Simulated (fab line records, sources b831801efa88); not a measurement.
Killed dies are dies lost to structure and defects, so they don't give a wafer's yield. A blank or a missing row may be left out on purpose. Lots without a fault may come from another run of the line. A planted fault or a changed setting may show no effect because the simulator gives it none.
fab line records | flow gf180mcu
record lots=13 wafers=38 last_day=34
route steps=602 shown HV_LDD@195 PSD@258
lots that met no fault: from a run of the same line without faults
start_h: hours from the record's first day to the start of the lot's first wafer shown | wait_h: hours since the lot's step before | " the same as in the row above | L1.1+2: a row that stands for several wafers | - no value, or no start given | * or withheld: withheld | < > ~ a bound
route shown NAME@n: a module of which the file shows steps, and the number in the route of the first | usual: mean/standard deviation of fault-free wafers | same: alike in all rows | chamber/n: place in a boat | sites: the reading at each site | _std_site: their standard deviation | _edge_site: outer sites' mean less inner sites' | radius_mm: how far each site lies from the wafer's centre | mask NAME#n: copy n | behind: the tool/chamber that last shaped the wafer | hold: why the lot was held/for how many hours/how that ended | device: the transistor (n, p or np) that didn't switch | end of line: the same wafers' tests at the end of the route | a step without rows: its recipe alone | killed: dies lost to structure and defects at the first sort, not the wafer's yield | map: a wafer's dies, x killed, . not, _ none there
set.NAME: the setting as run; set.NAME@STEP: as run at that earlier step | model.NAME: the simulator's own value behind a step, which no gauge read
steps of the route over a sample of lots; a table a step, a row a wafer
services: from which hour (start_h, from the record's first day; less than 0 if before it) a tool's chamber was out of use, for how many hours, and why
## steps
# step GF_HV_LDD_CD_MEAS_19
# recipe target_cd_nm=400
# usual cd_nm=399.5/2.4
# columns lot.wafer tool chamber start_h wait_h cd_nm
L653.1 cd_sem-02 - 240.18 0.1 400.4
L653.2 " - " " 397.2
L653.4 " - " " 397.1
L657.2 cd_sem-02 - 264.80 0.1 401.7
L657.3 " - " " 403.1
L657.4 " - " " 401.7
L658.1 cd_sem-01 - 276.17 0.1 401.4
L658.3 " - " " 401.0
L658.6 " - " " 400.5
L661.1 cd_sem-01 - 306.78 0.1 395.6
L661.3 " - " " 392.4
L661.6 " - " " 396.5
L662.2 cd_sem-02 - 326.44 0.1 397.9
L662.4 " - " " 396.1
L662.5 " - " " 398.1
L663.4 cd_sem-02 - 336.67 0.1 394.6
L663.5 " - " " 394.7
L665.1 cd_sem-02 - 346.33 0.1 396.7
L665.3 " - " " 399.1
L665.5 " - " " 398.5
L666.1 cd_sem-02 - 348.38 0.1 400.6
L666.4 " - " " 399.6
L666.6 " - " " 398.3
L670.1 cd_sem-01 - 367.83 0.2 398.3
L670.2 " - " " 396.7
L670.5 " - " " 399.2
L671.1 cd_sem-01 - 377.88 0.1 399.0
L671.2 " - " " 399.8
L671.4 " - " " 397.9
L672.1 cd_sem-01 - 383.68 0.1 398.4
L672.2 " - " " 397.9
L672.3 " - " " 397.6
L673.1 cd_sem-02 - 392.73 0.1 400.3
L673.3 " - " " 402.3
L673.5 " - " " 401.3
L675.3 cd_sem-01 - 406.62 0.1 401.1
L675.4 " - " " 400.8
L675.5 " - " " 401.4
# step GF_HV_LDD_IMPLANT_34
# recipe species=P energy_kev=60 dose_cm2=7.5e+12 tilt_deg=30 rotation_deg=90
# usual faraday_current_uA=42.3/0.78
# columns lot.wafer tool chamber start_h wait_h faraday_current_uA
L653.1 implanter-01 0 259.21 0.1 42.1
L653.2 " 0 " " 44.4
L653.4 " 0 " " 41.9
L657.2 implanter-03 0 283.81 0.1 41.1
L657.3 " 0 " " 42.7
L657.4 " 0 " " 42.3
L658.1 implanter-02 0 296.20 0.1 41.8
L658.3 " 0 " " 43.2
L658.6 " 0 " " 41.8
L661.1 implanter-01 0 328.04 0.1 42.2
L661.3 " 0 " " 42.3
L661.6 " 0 " " 42.1
L662.2 implanter-03 0 348.56 0.1 43.1
L662.4 " 0 " " 41.8
L662.5 " 0 " " 43.2
L663.4 implanter-03 0 359.40 0.1 41.5
L663.5 " 0 " " 41.7
L665.1 implanter-02 0 368.79 0.1 43.0
L665.3 " 0 " " 40.6
L665.5 " 0 " " 42.2
L666.1 implanter-01 0 371.29 0.1 41.6
L666.4 " 0 " " 42.4
L666.6 " 0 " " 41.7
L670.1 implanter-03 0 390.72 0.1 42.3
L670.2 " 0 " " 42.2
L670.5 " 0 " " 42.5
L671.1 implanter-03 0 401.13 0.1 42.4
L671.2 " 0 " " 43.2
L671.4 " 0 " " 42.7
L672.1 implanter-01 0 407.22 0.1 43.0
L672.2 " 0 " " 42.7
L672.3 " 0 " " 42.5
L673.1 implanter-02 0 416.33 0.1 42.9
L673.3 " 0 " " 41.9
L673.5 " 0 " " 43.0
L675.3 implanter-02 0 431.18 0.1 42.9
L675.4 " 0 " " 43.1
L675.5 " 0 " " 41.5
# step GF_HV_LDD_CD_MEAS_46
# recipe target_cd_nm=400
# usual cd_nm=399.8/2.7
# columns lot.wafer tool chamber start_h wait_h cd_nm
L653.1 cd_sem-02 - 277.18 0.1 402.6
L653.2 " - " " 401.2
L653.4 " - " " 401.2
L657.2 cd_sem-01 - 304.14 0.1 401.9
L657.3 " - " " 401.2
L657.4 " - " " 400.9
L658.1 cd_sem-02 - 317.52 0.1 404.1
L658.3 " - " " 404.0
L658.6 " - " " 402.8
L661.1 cd_sem-02 - 349.93 0.1 400.0
L661.3 " - " " 402.0
L661.6 " - " " 400.5
L662.2 cd_sem-01 - 371.30 0.1 397.9
L662.4 " - " " 397.9
L662.5 " - " " 398.2
L663.4 cd_sem-01 - 381.97 0.1 405.0
L663.5 " - " " 402.0
L665.1 cd_sem-02 - 391.96 0.1 401.7
L665.3 " - " " 402.0
L665.5 " - " " 401.7
L666.1 cd_sem-01 - 394.21 0.1 396.4
L666.4 " - " " 397.2
L666.6 " - " " 395.5
L670.1 cd_sem-01 - 414.11 0.1 399.5
L670.2 " - " " 398.3
L670.5 " - " " 397.3
L671.1 cd_sem-02 - 424.88 0.1 402.2
L671.2 " - " " 403.4
L671.4 " - " " 402.3
L672.1 cd_sem-02 - 432.01 0.1 402.0
L672.2 " - " " 402.0
L672.3 " - " " 401.1
L673.1 cd_sem-01 - 439.88 0.1 402.9
L673.3 " - " " 400.6
L673.5 " - " " 399.6
L675.3 cd_sem-01 - 455.55 0.1 400.8
L675.4 " - " " 402.7
L675.5 " - " " 401.9
# step GF_HV_LDD_RS_MEAS_53
# recipe thk_meas_gauge=four-point-probe
# usual HV_LDD_RS=418.5/1
# columns lot.wafer tool chamber start_h wait_h HV_LDD_RS[ohm/sq]
L653.1 film_metro-03 - 277.76 0.1 418.6
L653.2 " - " " 419.4
L653.4 " - " " 420.0
L657.2 film_metro-01 - 304.72 0.1 417.2
L657.3 " - " " 417.6
L657.4 " - " " 417.5
L658.1 film_metro-04 - 318.10 0.1 419.1
L658.3 " - " " 417.7
L658.6 " - " " 417.6
L661.1 film_metro-01 - 350.52 0.1 417.3
L661.3 " - " " 417.8
L661.6 " - " " 416.7
L662.2 film_metro-04 - 371.88 0.1 417.6
L662.4 " - " " 418.4
L662.5 " - " " 418.2
L663.4 film_metro-01 - 382.60 0.1 419.4
L663.5 " - " " 419.2
L665.1 film_metro-01 - 392.55 0.1 418.8
L665.3 " - " " 419.2
L665.5 " - " " 419.9
L666.1 film_metro-01 - 394.80 0.1 418.4
L666.4 " - " " 417.4
L666.6 " - " " 417.6
L670.1 film_metro-03 - 414.85 0.1 -
L670.2 " - " " -
L670.5 " - " " -
L671.1 film_metro-01 - 425.46 0.1 -
L671.2 " - " " -
L671.4 " - " " -
L672.1 film_metro-01 - 432.60 0.1 418.9
L672.2 " - " " 418.0
L672.3 " - " " 418.3
L673.1 film_metro-03 - 440.46 0.1 418.2
L673.3 " - " " 418.8
L673.5 " - " " 419.5
L675.3 film_metro-03 - 456.14 0.1 418.9
L675.4 " - " " 418.2
L675.5 " - " " 418.6
# step GF_PSD_STRIP_10
# recipe chemistry=O2/N2 power_w=1400 pressure_mtorr=1500 platen_temp_c=250 o2_flow_sccm=3000 n2_flow_sccm=300 overash_fraction=0.5
# usual drypump_motor_current_A=5.36/0.21 heater_power_w=337/43 o2_flow_sccm=2999/8.8 oes_product_au=0.592/0.0041 strip_time_to_endpoint_s=16.52/0.046
# columns lot.wafer tool chamber start_h wait_h drypump_motor_current_A heater_power_w o2_flow_sccm oes_product_au rf_hours_counter_h strip_time_to_endpoint_s
L653.1 plasma_asher-02 0 320.74 0.1 5.66 403 3007 0.591 68 16.54
L653.2 " 1 " " 5.18 327 3009 0.589 68 16.58
L653.4 " 0 " " 5.66 392 3002 0.594 - 16.55
L657.2 plasma_asher-04 1 350.02 0.1 5.63 388 2992 0.591 69 16.47
L657.3 " 0 " " 5.07 293 3005 0.595 - 16.48
L657.4 " 1 " " 5.63 385 3002 0.596 - 16.49
L658.1 plasma_asher-04 0 363.17 0.1 5.07 288 3002 0.594 70 16.48
L658.3 " 1 " " 5.60 388 2994 0.595 - 16.50
L658.6 " 0 " " 5.06 288 2999 0.583 - 16.51
L661.1 plasma_asher-03 1 399.17 0.1 5.39 294 2997 0.592 61 16.54
L661.3 " 0 " " 5.25 340 2995 0.599 - 16.55
L661.6 " 1 " " 5.39 294 3008 0.590 - 16.56
L662.2 plasma_asher-02 0 422.32 0.1 5.68 402 3018 0.590 78 16.58
L662.4 " 1 " " 5.20 332 3000 0.597 - 16.57
L662.5 " 1 " " 5.19 334 3002 0.589 - 16.58
L663.4 plasma_asher-03 0 432.65 0.1 5.26 346 3002 0.596 - 16.53
L663.5 " 1 " " 5.36 289 3005 0.597 - 16.52
L665.1 plasma_asher-03 0 445.43 0.1 5.33 344 2998 0.591 66 16.46
L665.3 " 0 " " 5.32 337 2989 0.591 - 16.49
L665.5 " 1 " " 5.35 285 3015 0.595 - 16.49
L666.1 plasma_asher-03 0 447.93 0.1 5.29 348 2975 0.592 67 16.48
L666.4 " 1 " " 5.38 288 3014 0.599 - 16.46
L666.6 " 1 " " 5.37 291 2994 0.589 - 16.50
L670.1 plasma_asher-04 0 476.58 0.1 5.07 291 2988 0.597 2 16.41
L670.2 " 1 " " 5.60 383 2996 0.588 2 16.41
L670.5 " 1 " " 5.59 392 2985 0.596 - 16.43
L671.1 plasma_asher-04 0 476.76 0.1 5.06 291 3001 0.594 2 16.50
L671.2 " 1 " " 5.62 388 3001 0.599 2 16.51
L671.4 " 0 " " 5.05 288 2990 0.593 - 16.47
L672.1 plasma_asher-02 0 483.36 0.1 5.70 398 2990 0.594 87 16.55
L672.2 " 1 " " 5.16 329 3007 0.595 87 16.49
L672.3 " 0 " " 5.69 399 2990 0.588 - 16.55
L673.1 plasma_asher-04 0 492.63 0.1 5.05 284 3001 0.590 4 16.49
L673.3 " 0 " " 5.06 293 3010 0.586 - 16.52
L673.5 " 1 " " 5.59 389 2993 0.588 - 16.52
L675.3 plasma_asher-03 0 508.30 0.1 5.31 340 3016 0.599 - 16.50
L675.4 " 1 " " 5.36 282 3002 0.591 - 16.54
L675.5 " 0 " " 5.36 348 3011 0.589 - 16.52
## services
# columns tool chamber start_h hours kind
implanter-02 - 257.14 1.5 repair
implanter-03 - 289.93 1.3 repair
implanter-01 - 291.30 6.0 repair
implanter-01 - 297.26 5.5 pm
implanter-03 - 302.11 1.7 repair
implanter-02 - 333.87 4.5 repair
implanter-03 - 340.46 2.9 repair
implanter-01 - 345.70 21.0 pm
implanter-02 - 379.66 9.6 repair
implanter-01 - 381.46 3.1 repair
plasma_asher-02 - 382.64 2.8 pm
plasma_asher-04 - 405.46 23.1 pm
implanter-03 - 413.15 3.8 repair
plasma_asher-03 - 417.92 0.4 repair
plasma_asher-04 - 428.53 9.0 pm
plasma_asher-04 0 428.53 9.0 vent_cycle
plasma_asher-04 1 428.53 9.0 vent_cycle
plasma_asher-03 - 429.77 1.5 repair
plasma_asher-04 - 438.36 28.1 pm
implanter-01 - 443.70 3.9 repair
plasma_asher-03 - 458.52 15.6 pm
implanter-02 - 463.87 8.3 pm
implanter-02 - 492.33 3.3 pm
implanter-03 - 499.52 5.7 repair
## key
first_sign step=GF_HV_LDD_RS_MEAS_53 reading=HV_LDD_RS direction=missing
effect none on later readings
met_at GF_HV_LDD_IMPLANT_34
struck_lots L670,L671
tester_left_out L670,L671
baseline_loss step=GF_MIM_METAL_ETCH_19 wafers=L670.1
not_acting_at GF_HV_LDD_CD_MEAS_19,GF_HV_LDD_CD_MEAS_46,GF_PSD_STRIP_10
onset_between 359.40 390.72
fault kind=process_parameter_drift tool=implanter-03 chamber=- onset_h=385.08 steps=GF_HV_LDD_IMPLANT_34 channel=tilt_deg offset=6.675 spread_by_wafer=0.3 shape=step end_h=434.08 acts_in=these_recipes_only stated=30
# tester_left_out: of these lots the tester's yield and bins aren't shown, on N5 and GAA mostly nor the transistor test; their killed dies are dies lost to structure and defects alone, not to doping, threshold or leakage, so they don't give the yield
# baseline_loss: these wafers lose ten dies or more at that step, a loss of the line's own and not of a fault; the sort's usual values leave them out
